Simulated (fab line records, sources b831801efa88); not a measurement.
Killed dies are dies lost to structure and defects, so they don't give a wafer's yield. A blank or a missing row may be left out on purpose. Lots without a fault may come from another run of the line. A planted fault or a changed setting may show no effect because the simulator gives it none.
One fault seen from 2 desks | flow sky130 | each desk has only its own numbers; what lay behind them comes last

THE METROLOGY DESK
What the gauges read, lot by lot, whatever tool the lot ran on: means of the sampled wafers that have a number. A lot is out of limits, marked OUT, if its mean lies more than 4 standard deviations from the usual mean; the brackets give that distance.
Columns: A = cd_nm at SKY_METAL3_CD_MEAS_13, usual 300.4 nm; B = METAL3_OVL at SKY_METAL3_OVL_MEAS_14, usual 3 nm
lot  | first seen here | A     | B
L972 | day 39 15:50    | 299.7 | 5
L975 | day 40 07:14    | 302.9 | 6
L985 | day 42 18:54    | 301.2 | 0
L986 | day 43 02:41    | 300.6 | 3
L987 | day 43 08:34    | 302.1 | 2
L988 | day 43 14:56    | 299.8 | 1
L991 | day 44 08:50    | 299.1 | 5
This desk's finding: nothing out of limits on any of the 7 lots.

THE TOOL OWNER'S DESK: rie_metal-04
The tool's own readings at SKY_METAL3_ETCH_16 (etches BARC in N2/H2, stops on SiO2, time 88.2 s, target depth 60 nm): means of the sampled wafers that have a number, for each lot that ran on this tool. A lot is out of limits, marked OUT, if its mean lies more than 4 standard deviations from the usual mean; the brackets give that distance.
Columns: A = chamber_pressure_mTorr at SKY_METAL3_ETCH_16, usual 30.001 mTorr; B = drypump_motor_current_A at SKY_METAL3_ETCH_16, usual 5.5 A; C = oes_product_au at SKY_METAL3_ETCH_16, usual 0.626 a.u.; D = throttle_valve_pct at SKY_METAL3_ETCH_16, usual 13.205 %
lot  | first seen here | A      | B   | C     | D
L985 | day 42 19:04    | 30.023 | 5.8 | 0.628 | 13.210
L986 | day 43 02:52    | 29.993 | 5.7 | 0.627 | 13.193
L987 | day 43 08:43    | 30.002 | 5.8 | 0.624 | 13.199
L988 | day 43 15:11    | 29.990 | 5.8 | 0.623 | 13.203
This desk's finding: nothing out of limits on any of the 4 lots.

PUT TOGETHER
The metrology desk saw nothing out of limits.
The tool owner's desk saw nothing out of limits.

WHAT THE SIMULATOR HAD PUT IN
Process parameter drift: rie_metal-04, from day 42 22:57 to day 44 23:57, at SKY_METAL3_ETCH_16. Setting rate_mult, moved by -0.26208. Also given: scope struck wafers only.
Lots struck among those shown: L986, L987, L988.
